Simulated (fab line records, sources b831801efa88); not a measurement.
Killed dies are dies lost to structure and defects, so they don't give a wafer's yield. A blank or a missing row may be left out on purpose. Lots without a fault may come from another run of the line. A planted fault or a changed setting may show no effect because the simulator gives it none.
fab line records | flow sky130
record lots=12 wafers=36 last_day=50
route steps=708 shown METAL3@533 VIA3@574 PAD_OPEN@708
lots that met no fault: from a run of the same line without faults
start_h: hours from the record's first day to the start of the lot's first wafer shown | wait_h: hours since the lot's step before | " the same as in the row above | L1.1+2: a row that stands for several wafers | - no value, or no start given | * or withheld: withheld | < > ~ a bound
route shown NAME@n: a module of which the file shows steps, and the number in the route of the first | usual: mean/standard deviation of fault-free wafers | same: alike in all rows | chamber/n: place in a boat | sites: the reading at each site | _std_site: their standard deviation | _edge_site: outer sites' mean less inner sites' | radius_mm: how far each site lies from the wafer's centre | mask NAME#n: copy n | behind: the tool/chamber that last shaped the wafer | hold: why the lot was held/for how many hours/how that ended | device: the transistor (n, p or np) that didn't switch | end of line: the same wafers' tests at the end of the route | a step without rows: its recipe alone | killed: dies lost to structure and defects at the first sort, not the wafer's yield | map: a wafer's dies, x killed, . not, _ none there
set.NAME: the setting as run; set.NAME@STEP: as run at that earlier step | model.NAME: the simulator's own value behind a step, which no gauge read
steps of the route over a sample of lots; a table a step, a row a wafer
services: from which hour (start_h, from the record's first day; less than 0 if before it) a tool's chamber was out of use, for how many hours, and why
## steps
# step SKY_METAL3_SPUTTER_01
# recipe material=TiN target_thk_nm=20 power_w=6500 time_s=16.7 chamber_pressure_pa=0.4
# usual chamber_pressure_pa=0.3999/0.00072 throttle_valve_pct=30.3/0.82
# columns lot.wafer tool chamber start_h wait_h chamber_pressure_pa throttle_valve_pct
L159.3 pvd_sputter-03 - 848.91 0.0 0.4010 30.1
L159.5 " - " " 0.3981 29.5
L159.6 " - " " 0.4003 29.9
L160.2 pvd_sputter-02 - 852.85 0.0 0.4002 29.1
L160.4 " - " " 0.3986 31.2
L160.6 " - " " 0.4004 29.4
L162.1 pvd_sputter-02 - 871.25 0.0 0.3996 30.7
L162.4 " - " " 0.4002 29.7
L162.5 " - " " 0.3997 31.7
L165.3 pvd_sputter-02 - 895.77 0.0 0.3995 29.2
L165.4 " - " " 0.3991 29.6
L165.6 " - " " 0.3994 29.0
L166.3 pvd_sputter-03 - 900.91 0.0 0.4002 30.5
L166.4 " - " " 0.3999 30.7
L166.6 " - " " 0.4010 30.0
L171.1 pvd_sputter-02 - 937.11 0.0 0.4009 30.5
L171.3 " - " " 0.4001 28.9
L171.5 " - " " 0.4000 30.8
L176.4 pvd_sputter-03 - 982.08 0.0 0.4012 29.5
L176.5 " - " " 0.4001 29.7
L176.6 " - " " 0.3991 30.1
L178.3 pvd_sputter-01 - 1019.52 0.0 0.3993 30.4
L178.4 " - " " 0.3998 29.4
L178.6 " - " " 0.4000 30.8
L181.1 pvd_sputter-01 - 1020.64 0.0 0.4004 31.1
L181.2 " - " " 0.3991 30.6
L181.4 " - " " 0.3993 31.2
L179.1 pvd_sputter-03 - 1021.48 0.0 0.3990 29.7
L179.3 " - " " 0.4000 30.0
L179.6 " - " " 0.3999 30.3
L177.2 pvd_sputter-01 - 1023.41 0.0 0.3997 30.3
L177.5 " - " " 0.4009 29.0
L177.6 " - " " 0.4001 30.7
L180.2 pvd_sputter-02 - 1027.29 0.0 0.4000 29.5
L180.3 " - " " 0.3998 30.5
L180.4 " - " " 0.4002 29.3
# step SKY_METAL3_SPUTTER_02
# recipe material=AlCu target_thk_nm=735 power_w=10600 time_s=39.1 chamber_pressure_pa=0.4
# usual chamber_pressure_pa=0.4000/0.00082 throttle_valve_pct=30.3/0.84
# columns lot.wafer tool chamber start_h wait_h chamber_pressure_pa throttle_valve_pct
L159.3 pvd_sputter-03 - 848.94 0.0 0.4000 30.1
L159.5 " - " " 0.4001 29.7
L159.6 " - " " 0.4000 29.7
L160.2 pvd_sputter-02 - 852.88 0.0 0.3998 29.1
L160.4 " - " " 0.3986 31.4
L160.6 " - " " 0.4011 29.3
L162.1 pvd_sputter-02 - 871.28 0.0 0.4010 30.8
L162.4 " - " " 0.4012 29.6
L162.5 " - " " 0.3994 31.7
L165.3 pvd_sputter-02 - 895.80 0.0 0.3998 29.0
L165.4 " - " " 0.3990 29.8
L165.6 " - " " 0.3987 28.8
L166.3 pvd_sputter-03 - 900.94 0.0 0.3995 30.4
L166.4 " - " " 0.3990 30.4
L166.6 " - " " 0.4005 30.0
L171.1 pvd_sputter-02 - 937.14 0.0 0.4012 30.6
L171.3 " - " " 0.4003 28.9
L171.5 " - " " 0.4004 30.8
L176.4 pvd_sputter-03 - 982.11 0.0 0.3999 29.6
L176.5 " - " " 0.3998 29.8
L176.6 " - " " 0.4003 29.8
L178.3 pvd_sputter-01 - 1019.54 0.0 0.4005 30.3
L178.4 " - " " 0.3996 28.9
L178.6 " - " " 0.4004 31.1
L181.1 pvd_sputter-01 - 1020.67 0.0 0.3999 31.3
L181.2 " - " " 0.3998 30.4
L181.4 " - " " 0.3997 31.1
L179.1 pvd_sputter-03 - 1021.50 0.0 0.4001 29.7
L179.3 " - " " 0.4009 29.9
L179.6 " - " " 0.3982 30.7
L177.2 pvd_sputter-01 - 1023.44 0.0 0.3995 30.5
L177.5 " - " " 0.4009 29.1
L177.6 " - " " 0.4001 30.3
L180.2 pvd_sputter-02 - 1027.32 0.0 0.3987 29.3
L180.3 " - " " 0.4002 30.8
L180.4 " - " " 0.3993 28.8
# step SKY_VIA3_THK_MEAS_01
# recipe reads=SiO2_of_VIA3_HDPCVD_00
# usual VIA3_HDPCVD_THK=1639/20
# columns lot.wafer tool chamber start_h wait_h VIA3_HDPCVD_THK[nm]
L159.3 film_metro-03 - 902.20 0.1 1634
L159.5 " - " " 1666
L159.6 " - " " 1646
L160.2 film_metro-02 - 907.02 0.1 1693
L160.4 " - " " 1653
L160.6 " - " " 1657
L162.1 film_metro-03 - 923.04 0.1 1664
L162.4 " - " " 1635
L162.5 " - " " 1644
L165.3 film_metro-04 - 948.00 0.1 1656
L165.4 " - " " 1639
L165.6 " - " " 1619
L166.3 film_metro-02 - 953.45 0.1 1628
L166.4 " - " " 1611
L166.6 " - " " 1652
L171.1 film_metro-04 - 987.26 0.1 1659
L171.3 " - " " 1618
L171.5 " - " " 1626
L176.4 film_metro-02 - 1029.64 0.0 1647
L176.5 " - " " 1632
L176.6 " - " " 1628
L178.3 film_metro-02 - 1065.11 0.1 1631
L178.4 " - " " 1644
L178.6 " - " " 1679
L181.1 film_metro-02 - 1066.73 0.1 1624
L181.2 " - " " 1664
L181.4 " - " " 1643
L179.1 film_metro-03 - 1067.27 0.1 1644
L179.3 " - " " 1681
L179.6 " - " " 1684
L177.2 film_metro-02 - 1069.29 0.1 1632
L177.5 " - " " 1663
L177.6 " - " " 1640
L180.2 film_metro-03 - 1072.94 0.1 1678
L180.3 " - " " 1642
L180.4 " - " " 1677
# step SKY_VIA3_ETCH_14
# recipe chemistry=N2/H2 target=BARC ion_energy_ev=200 source_w=500 bias_w=100 pressure_mtorr=30 n2_flow_sccm=100 h2_flow_sccm=200 stop_on=SiO2 time_s=45.9 target_depth_a=600
# usual drypump_motor_current_A=5.8/0.3 oes_product_au=0.855/0.0049 run_length_s=74.3/0.52 throttle_valve_pct=13.225/0.0094
# columns lot.wafer tool chamber start_h wait_h drypump_motor_current_A oes_product_au rf_hours_counter_h run_length_s throttle_valve_pct
L159.3 rie_diel-03 2 927.76 0.0 5.8 0.856 19 73.5 13.220
L159.5 " 2 " " 5.8 0.864 - 73.6 13.230
L159.6 " 1 " " 6.4 0.857 - 74.1 13.242
L160.2 rie_diel-04 3 932.81 0.0 5.5 0.858 20 74.0 13.224
L160.4 " 1 " " 5.7 0.852 24 74.6 13.229
L160.6 " 2 " " 6.0 0.848 - 74.0 13.228
L162.1 rie_diel-04 3 948.29 0.0 5.5 0.864 21 73.3 13.221
L162.4 " 0 " " 5.8 0.852 11 74.7 13.236
L162.5 " 2 " " 6.0 0.865 - 74.1 13.229
L165.3 rie_diel-03 0 972.61 0.0 5.7 0.941 12 70.6 13.234
L165.4 " 1 " " 6.4 0.930 17 70.2 13.244
L165.6 " 0 " " 5.7 0.859 - 74.2 13.233
L166.3 rie_diel-03 3 977.61 0.0 5.7 0.935 12 71.0 13.255
L166.4 " 2 " " 5.8 0.942 21 69.4 13.234
L166.6 " 0 " " 5.7 0.855 - 74.3 13.225
L171.1 rie_diel-04 2 1010.58 0.0 6.0 0.865 23 74.1 13.215
L171.3 " 0 " " 5.7 0.853 13 74.9 13.230
L171.5 " 3 " " 5.6 0.852 - 73.5 13.238
L176.4 rie_diel-04 2 1051.63 0.0 6.0 0.856 24 73.9 13.221
L176.5 " 2 " " 6.0 0.851 - 74.8 13.235
L176.6 " 1 " " 5.7 0.855 - 74.6 13.219
L178.3 rie_diel-03 0 1086.41 0.0 5.7 0.854 17 74.7 13.212
L178.4 " 2 " " 5.8 0.852 25 73.4 13.220
L178.6 " 1 " " 6.4 0.868 - 73.9 13.205
L181.1 rie_diel-02 1 1087.68 0.0 6.3 0.865 28 74.4 13.223
L181.2 " 2 " " 5.7 0.861 22 74.0 13.224
L181.4 " 3 " " 5.0 0.862 25 74.4 13.219
L179.1 rie_diel-03 3 1087.80 0.0 5.7 0.858 17 75.2 13.232
L179.3 " 0 " " 5.7 0.850 17 74.3 13.214
L179.6 " 3 " " 5.7 0.847 - 75.3 13.225
L177.2 rie_diel-03 2 1090.24 0.0 5.8 0.858 25 74.2 13.210
L177.5 " 0 " " 5.7 0.850 - 74.4 13.226
L177.6 " 1 " " 6.3 0.850 - 74.1 13.231
L180.2 rie_diel-02 3 1094.06 0.0 5.0 0.855 25 74.4 13.220
L180.3 " 2 " " 5.7 0.854 22 74.1 13.223
L180.4 " 1 " " 6.3 0.853 28 74.0 13.234
# step SKY_PAD_OPEN_PROBE_99
# usual defect_limited_yield=82.3/2 killed_at_M0_to_M3=43/6.8 killed_at_M4_up=3.2/1.9 killed_at_contacts=24/5 killed_at_front_end=16/4.9 killed_at_other=0.4/0.76 killed_dies=87/10 killed_on_rim=17/3.9 killed_open=47/7.3 killed_short=39/6.2 sort_bin_3_pad_short=0.9/0.4 sort_bin_5_function=10.5/1.5 sort_bin_6_memory=6.4/1.2 sort_n_pass=405/10 sort_yield_pct=82.3/2
# same gross_dies=492 killed_at_back_side=0 sort_bin_4_leakage[%]=0 sort_bin_8_speed[%]=0
# columns lot.wafer tool chamber start_h wait_h defect_limited_yield[%] killed_at_M0_to_M3 killed_at_M4_up killed_at_contacts killed_at_front_end killed_at_other killed_dies killed_on_rim killed_open killed_short sort_bin_3_pad_short[%] sort_bin_5_function[%] sort_bin_6_memory[%] sort_n_pass sort_yield_pct[%]
L159.3 prober-01 - 1074.42 0.2 84.3 46 2 18 11 0 77 12 46 31 0.4 8.7 6.5 415 84.3
L159.5 prober-01 - 1074.52 0.2 79.3 50 7 25 19 1 102 20 49 53 0.8 12.0 7.9 390 79.3
L159.6 prober-01 - 1074.57 0.2 82.9 38 2 28 16 0 84 17 52 32 0.2 10.6 6.3 408 82.9
L160.2 prober-02 - 1077.75 0.1 82.1 44 1 27 16 0 88 12 50 38 0.4 10.8 6.7 404 82.1
L160.4 prober-02 - 1077.85 0.2 82.3 45 5 18 19 0 87 24 44 43 1.6 10.8 5.3 405 82.3
L160.6 prober-02 - 1077.95 0.2 82.7 43 0 23 18 1 85 15 44 41 1.0 11.0 5.3 407 82.7
L162.1 prober-02 - 1090.87 0.1 81.5 42 6 26 17 0 91 21 48 43 0.8 11.0 6.7 401 81.5
L162.4 prober-02 - 1091.02 0.2 83.1 42 3 24 12 2 83 14 42 41 0.6 9.3 6.9 409 83.1
L162.5 prober-02 - 1091.07 0.2 80.9 48 3 23 20 0 94 19 53 41 0.4 12.8 5.9 398 80.9
L165.3 prober-01 - 1110.96 0.2 84.8 39 3 20 11 2 75 17 40 35 0.2 9.1 5.9 417 84.8
L165.4 prober-01 - 1111.01 0.2 80.7 48 2 26 19 0 95 20 59 36 0.8 12.0 6.5 397 80.7
L165.6 prober-01 - 1111.11 0.2 84.8 52 0 17 6 0 75 10 50 25 0.4 9.1 5.7 417 84.8
L166.3 prober-02 - 1115.70 0.2 81.5 41 3 27 20 0 91 21 43 48 0.8 12.6 5.1 401 81.5
L166.4 prober-02 - 1115.75 0.2 81.3 42 2 28 19 1 92 16 56 36 0.8 10.4 7.5 400 81.3
L166.6 prober-02 - 1115.85 0.2 81.1 47 4 25 17 0 93 20 48 45 0.4 10.8 7.7 399 81.1
L171.1 prober-01 - 1142.20 0.1 81.5 49 4 36 2 0 91 17 49 42 0.6 9.8 8.1 401 81.5
L171.3 prober-01 - 1142.30 0.2 83.1 34 4 26 18 1 83 14 39 44 0.6 11.6 4.7 409 83.1
L171.5 prober-01 - 1142.40 0.2 81.3 48 3 27 14 0 92 21 52 40 1.0 10.6 7.1 400 81.3
L176.4 prober-02 - 1176.35 0.2 76.6 60 1 23 31 0 115 24 63 52 0.6 12.4 10.4 377 76.6
L176.5 prober-02 - 1176.40 0.2 83.9 42 5 17 13 2 79 15 48 29 0.6 8.5 6.9 413 83.9
L176.6 prober-02 - 1176.45 0.2 78.5 52 2 26 25 1 106 15 61 44 0.6 10.8 10.2 386 78.5
L178.3 prober-01 - 1201.06 0.2 82.9 42 4 24 14 0 84 14 57 27 1.4 10.8 4.9 408 82.9
L178.4 prober-01 - 1201.11 0.2 84.8 34 1 19 21 0 75 18 35 40 1.0 8.9 5.3 417 84.8
L178.6 prober-01 - 1201.21 0.2 88.0 22 3 25 9 0 59 8 36 23 0.6 6.1 5.3 433 88.0
L181.1 prober-02 - 1201.81 0.1 80.1 48 1 31 18 0 98 19 52 46 0.8 12.0 7.1 394 80.1
L181.2 prober-02 - 1201.86 0.1 84.1 36 1 26 14 1 78 12 44 34 1.2 9.1 5.5 414 84.1
L181.4 prober-02 - 1201.96 0.2 83.3 40 3 23 15 1 82 11 43 39 0.6 11.0 5.1 410 83.3
L179.1 prober-01 - 1203.69 0.1 84.1 44 2 23 9 0 78 11 43 35 1.2 9.8 4.9 414 84.1
L179.3 prober-01 - 1203.79 0.2 84.3 38 2 25 12 0 77 13 32 45 0.6 9.3 5.7 415 84.3
L179.6 prober-01 - 1203.94 0.2 85.6 37 4 18 12 0 71 17 37 34 0.2 8.3 5.9 421 85.6
L177.2 prober-02 - 1204.61 0.1 84.1 40 0 22 16 0 78 21 47 31 1.0 8.3 6.5 414 84.1
L177.5 prober-02 - 1204.76 0.2 81.9 48 5 18 16 2 89 11 52 37 1.0 10.6 6.5 403 81.9
L177.6 prober-02 - 1204.81 0.2 81.9 51 2 24 12 0 89 15 53 36 0.8 10.4 6.9 403 81.9
L180.2 prober-01 - 1208.80 0.1 81.9 42 5 25 16 1 89 17 55 33 0.4 10.8 6.9 403 81.9
L180.3 prober-01 - 1208.85 0.2 80.9 54 1 26 13 0 94 20 51 43 0.6 12.4 6.1 398 80.9
L180.4 prober-01 - 1208.90 0.2 84.1 40 4 22 12 0 78 17 41 37 0.6 9.6 5.7 414 84.1
# killed by level:class
L159.3 VIA1:geometric_particle:open=9 VIA2:geometric_particle:open=9 POLY_GATE:geometric_particle:open=6 METAL2:geometric_particle:short=6 LI_CONTACT:geometric_particle:open=5 CONTACT:geometric_particle:open=5 VIA3:geometric_particle:open=5 LOCAL_INTERCONNECT:geometric_particle:short=4
L159.5 CONTACT:geometric_particle:open=9 VIA1:geometric_particle:open=9 METAL2:geometric_particle:short=8 POLY_GATE:geometric_particle:open=7 VIA1:geometric_particle:short=7 LI_CONTACT:geometric_particle:open=6 CONTACT:geometric_particle:short=6 METAL1:geometric_particle:short=6
L159.6 CONTACT:geometric_particle:open=18 VIA1:geometric_particle:open=11 FIELD_ISO:geometric_particle:open=7 METAL1:geometric_particle:short=5 CONTACT:geometric_particle:short=4 METAL2:geometric_particle:short=4 VIA2:geometric_particle:open=4 POLY_GATE:geometric_particle:open=3
L160.2 LI_CONTACT:geometric_particle:open=11 VIA1:geometric_particle:open=9 VIA2:geometric_particle:open=9 POLY_GATE:geometric_particle:open=5 LI_CONTACT:geometric_particle:short=5 LOCAL_INTERCONNECT:geometric_particle:short=5 METAL2:geometric_particle:short=5 VIA1:geometric_particle:short=5
L160.4 VIA1:geometric_particle:open=12 CONTACT:geometric_particle:open=7 VIA1:geometric_particle:short=7 VIA3:geometric_particle:open=7 METAL1:geometric_particle:short=6 POLY_GATE:geometric_particle:open=5 LI_CONTACT:geometric_particle:open=5 FIELD_ISO:geometric_particle:short=4
L160.6 VIA1:geometric_particle:open=15 POLY_GATE:geometric_particle:short=12 CONTACT:geometric_particle:open=11 LI_CONTACT:geometric_particle:open=5 VIA1:geometric_particle:short=5 VIA2:geometric_particle:open=4 METAL1:geometric_particle:short=4 METAL2:geometric_particle:short=4
L162.1 VIA1:geometric_particle:open=12 CONTACT:geometric_particle:open=10 METAL2:geometric_particle:short=6 VIA3:geometric_particle:short=6 LOCAL_INTERCONNECT:geometric_particle:short=5 LI_CONTACT:geometric_particle:open=5 METAL1:geometric_particle:short=5 POLY_GATE:geometric_particle:short=4
L162.4 VIA1:geometric_particle:open=13 CONTACT:geometric_particle:open=10 VIA2:geometric_particle:open=7 LI_CONTACT:geometric_particle:open=7 METAL1:geometric_particle:short=7 METAL2:geometric_particle:short=6 LOCAL_INTERCONNECT:geometric_particle:short=4 VIA1:geometric_particle:short=4
L162.5 VIA1:geometric_particle:open=13 CONTACT:geometric_particle:open=9 VIA3:geometric_particle:open=8 FIELD_ISO:geometric_particle:open=7 CONTACT:geometric_particle:short=6 VIA1:geometric_particle:short=6 POLY_GATE:geometric_particle:open=5 METAL2:geometric_particle:short=5
L165.3 VIA1:geometric_particle:open=10 LI_CONTACT:geometric_particle:open=7 CONTACT:geometric_particle:open=7 METAL1:geometric_particle:short=5 VIA2:geometric_particle:short=4 FIELD_ISO:geometric_particle:short=4 CONTACT:geometric_particle:short=4 METAL1:geometric_particle:open=4
L165.4 VIA1:geometric_particle:open=16 LI_CONTACT:geometric_particle:open=10 CONTACT:geometric_particle:open=10 VIA1:geometric_particle:short=10 VIA2:geometric_particle:open=7 VIA3:geometric_particle:open=5 FIELD_ISO:geometric_particle:open=4 POLY_GATE:geometric_particle:short=4
L165.6 VIA1:geometric_particle:open=20 METAL2:geometric_particle:short=9 CONTACT:geometric_particle:open=7 VIA3:geometric_particle:open=6 VIA2:geometric_particle:open=5 LI_CONTACT:geometric_particle:open=4 METAL3:geometric_particle:short=4 FIELD_ISO:geometric_particle:open=3
L166.3 METAL3:geometric_particle:short=8 VIA2:geometric_particle:open=7 LI_CONTACT:geometric_particle:open=7 CONTACT:geometric_particle:open=7 VIA1:geometric_particle:open=7 POLY_GATE:geometric_particle:open=5 POLY_GATE:geometric_particle:short=5 LOCAL_INTERCONNECT:geometric_particle:short=5
L166.4 CONTACT:geometric_particle:open=12 VIA1:geometric_particle:open=9 POLY_GATE:geometric_particle:open=8 VIA3:geometric_particle:open=7 LI_CONTACT:geometric_particle:open=6 METAL1:geometric_particle:short=6 VIA2:geometric_particle:open=6 METAL3:geometric_particle:short=5
L166.6 CONTACT:geometric_particle:open=11 VIA1:geometric_particle:open=10 VIA2:geometric_particle:open=9 VIA3:geometric_particle:open=8 FIELD_ISO:geometric_particle:short=5 CONTACT:geometric_particle:short=5 POLY_GATE:geometric_particle:short=4 VIA3:geometric_particle:short=4
L171.1 CONTACT:geometric_particle:open=13 VIA1:geometric_particle:open=11 VIA3:geometric_particle:open=9 CONTACT:geometric_particle:short=9 LOCAL_INTERCONNECT:geometric_particle:short=7 METAL1:geometric_particle:short=5 LI_CONTACT:geometric_particle:open=4 METAL2:geometric_particle:open=4
L171.3 LI_CONTACT:geometric_particle:open=8 CONTACT:geometric_particle:open=8 CONTACT:geometric_particle:short=6 VIA2:geometric_particle:open=5 METAL1:geometric_particle:short=5 VIA1:geometric_particle:open=5 FIELD_ISO:geometric_particle:short=4 POLY_GATE:geometric_particle:short=4
L171.5 VIA1:geometric_particle:open=13 CONTACT:geometric_particle:open=12 LI_CONTACT:geometric_particle:open=8 VIA3:geometric_particle:open=8 VIA2:geometric_particle:open=7 VIA1:geometric_particle:short=6 METAL2:geometric_particle:short=6 FIELD_ISO:geometric_particle:short=5
L176.4 VIA1:geometric_particle:open=12 CONTACT:geometric_particle:open=12 FIELD_ISO:geometric_particle:short=9 POLY_GATE:geometric_particle:open=9 VIA3:geometric_particle:open=8 VIA1:geometric_particle:short=8 VIA2:geometric_particle:open=7 VIA2:geometric_particle:short=6
L176.5 VIA1:geometric_particle:open=14 CONTACT:geometric_particle:open=10 LI_CONTACT:geometric_particle:open=6 VIA3:geometric_particle:open=5 METAL4:geometric_particle:short=5 POLY_GATE:geometric_particle:open=4 VIA1:geometric_particle:short=4 POLY_GATE:geometric_particle:short=3
L176.6 CONTACT:geometric_particle:open=14 VIA1:geometric_particle:open=11 VIA3:geometric_particle:open=10 FIELD_ISO:geometric_particle:short=8 LI_CONTACT:geometric_particle:open=6 METAL2:geometric_particle:short=6 VIA2:geometric_particle:open=6 VIA3:geometric_particle:short=5
L178.3 VIA1:geometric_particle:open=10 CONTACT:geometric_particle:open=10 FIELD_ISO:geometric_particle:open=8 VIA2:geometric_particle:open=8 LI_CONTACT:geometric_particle:open=6 VIA3:geometric_particle:open=5 METAL1:geometric_particle:open=4 VIA3:geometric_particle:short=4
L178.4 FIELD_ISO:geometric_particle:short=7 CONTACT:geometric_particle:open=7 FIELD_ISO:geometric_particle:open=6 VIA1:geometric_particle:open=6 METAL2:geometric_particle:short=6 VIA3:geometric_particle:open=5 POLY_GATE:geometric_particle:short=4 LOCAL_INTERCONNECT:geometric_particle:short=4
L178.6 CONTACT:geometric_particle:open=13 VIA1:geometric_particle:open=6 LI_CONTACT:geometric_particle:open=5 LOCAL_INTERCONNECT:geometric_particle:short=4 FIELD_ISO:geometric_particle:short=3 CONTACT:geometric_particle:short=3 VIA3:geometric_particle:open=3 VIA2:geometric_particle:open=3
L181.1 VIA1:geometric_particle:open=12 CONTACT:geometric_particle:open=11 CONTACT:geometric_particle:short=9 VIA1:geometric_particle:short=8 LI_CONTACT:geometric_particle:open=7 VIA3:geometric_particle:open=7 POLY_GATE:geometric_particle:short=6 VIA2:geometric_particle:open=5
L181.2 CONTACT:geometric_particle:open=11 LI_CONTACT:geometric_particle:open=9 VIA1:geometric_particle:open=7 METAL3:geometric_particle:short=7 METAL1:geometric_particle:short=6 FIELD_ISO:geometric_particle:open=4 FIELD_ISO:geometric_particle:short=4 VIA2:geometric_particle:open=4
L181.4 LI_CONTACT:geometric_particle:open=11 VIA1:geometric_particle:open=9 POLY_GATE:geometric_particle:short=6 CONTACT:geometric_particle:open=6 VIA2:geometric_particle:open=6 METAL2:geometric_particle:short=5 METAL3:geometric_particle:short=5 METAL1:geometric_particle:short=4
L179.1 VIA1:geometric_particle:open=9 VIA3:geometric_particle:open=8 LI_CONTACT:geometric_particle:open=7 LOCAL_INTERCONNECT:geometric_particle:short=6 CONTACT:geometric_particle:open=5 METAL1:geometric_particle:short=5 METAL3:geometric_particle:short=5 FIELD_ISO:geometric_particle:open=4
L179.3 METAL1:geometric_particle:short=10 CONTACT:geometric_particle:open=9 LI_CONTACT:geometric_particle:open=7 FIELD_ISO:geometric_particle:short=6 VIA1:geometric_particle:short=6 VIA1:geometric_particle:open=5 METAL2:geometric_particle:short=5 POLY_GATE:geometric_particle:short=4
L179.6 VIA1:geometric_particle:open=8 CONTACT:geometric_particle:open=6 FIELD_ISO:geometric_particle:open=5 LOCAL_INTERCONNECT:geometric_particle:short=5 VIA1:geometric_particle:short=5 METAL2:geometric_particle:short=5 POLY_GATE:geometric_particle:open=4 CONTACT:geometric_particle:short=4
L177.2 VIA1:geometric_particle:open=11 LI_CONTACT:geometric_particle:open=8 METAL1:geometric_particle:short=7 POLY_GATE:geometric_particle:open=6 VIA3:geometric_particle:open=6 CONTACT:geometric_particle:open=5 VIA2:geometric_particle:open=5 LOCAL_INTERCONNECT:geometric_particle:short=4
L177.5 VIA1:geometric_particle:open=13 CONTACT:geometric_particle:open=10 VIA3:geometric_particle:open=8 METAL2:geometric_particle:short=7 POLY_GATE:geometric_particle:short=6 METAL1:geometric_particle:open=5 VIA1:geometric_particle:short=5 VIA2:geometric_particle:open=4
L177.6 VIA1:geometric_particle:open=10 VIA2:geometric_particle:open=9 METAL1:geometric_particle:short=9 LI_CONTACT:geometric_particle:open=8 VIA3:geometric_particle:open=8 CONTACT:geometric_particle:open=7 METAL2:geometric_particle:short=6 CONTACT:geometric_particle:short=5
L180.2 VIA1:geometric_particle:open=15 CONTACT:geometric_particle:short=10 CONTACT:geometric_particle:open=7 VIA3:geometric_particle:open=7 FIELD_ISO:geometric_particle:open=6 POLY_GATE:geometric_particle:open=5 VIA2:geometric_particle:open=5 LI_CONTACT:geometric_particle:open=4
L180.3 CONTACT:geometric_particle:open=16 VIA1:geometric_particle:open=9 METAL1:geometric_particle:short=8 VIA3:geometric_particle:open=8 VIA1:geometric_particle:short=7 METAL2:geometric_particle:short=6 VIA3:geometric_particle:short=5 METAL3:geometric_particle:short=4
L180.4 VIA3:geometric_particle:open=8 LI_CONTACT:geometric_particle:open=6 CONTACT:geometric_particle:open=6 VIA1:geometric_particle:open=6 CONTACT:geometric_particle:short=4 METAL1:geometric_particle:short=4 METAL2:geometric_particle:short=4 VIA2:geometric_particle:short=4
## services
# columns tool chamber start_h hours kind
rie_diel-03 0 828.18 4.8 repair
rie_diel-04 2 851.65 6.2 repair
rie_diel-04 - 864.37 2.8 pm
rie_diel-02 0 867.28 - clean
rie_diel-02 0 867.28 23.4 scheduled_down
rie_diel-02 0 867.28 23.4 vent_cycle
pvd_sputter-01 - 873.09 9.9 repair
rie_diel-04 0 886.69 42.2 repair
pvd_sputter-03 - 904.31 11.2 repair
rie_diel-03 - 911.26 15.6 pm
rie_diel-02 - 947.96 2.8 pm
pvd_sputter-01 - 953.83 4.6 repair
rie_diel-04 1 979.75 9.2 repair
rie_diel-02 0 1005.96 1.2 repair
rie_diel-04 1 1039.30 4.3 repair
rie_diel-03 2 1053.31 11.8 repair
rie_diel-04 2 1060.72 6.0 repair
pvd_sputter-01 - 1067.36 2.2 repair
rie_diel-02 0 1070.52 6.6 repair
rie_diel-04 1 1085.85 9.9 repair
## key
first_sign step=SKY_VIA3_ETCH_14 reading=oes_product_au direction=up sigmas=17 usual=0.855 struck=0.937
effect step=SKY_VIA3_ETCH_14 reading=run_length_s direction=down sigmas=7.7 usual=* struck=*
met_at SKY_VIA3_ETCH_14
struck_lots L165,L166
struck_wafers L165.3,L165.4,L166.3,L166.4
not_acting_at SKY_METAL3_SPUTTER_01,SKY_METAL3_SPUTTER_02,SKY_VIA3_THK_MEAS_01
onset_between 927.76 972.61
fault kind=process_parameter_drift tool=rie_diel-03 chamber=- onset_h=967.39 steps=SKY_VIA3_ETCH_14 channel=time_s offset=* shape=step end_h=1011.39 scope=struck_wafers_only acts_in=* stated=*
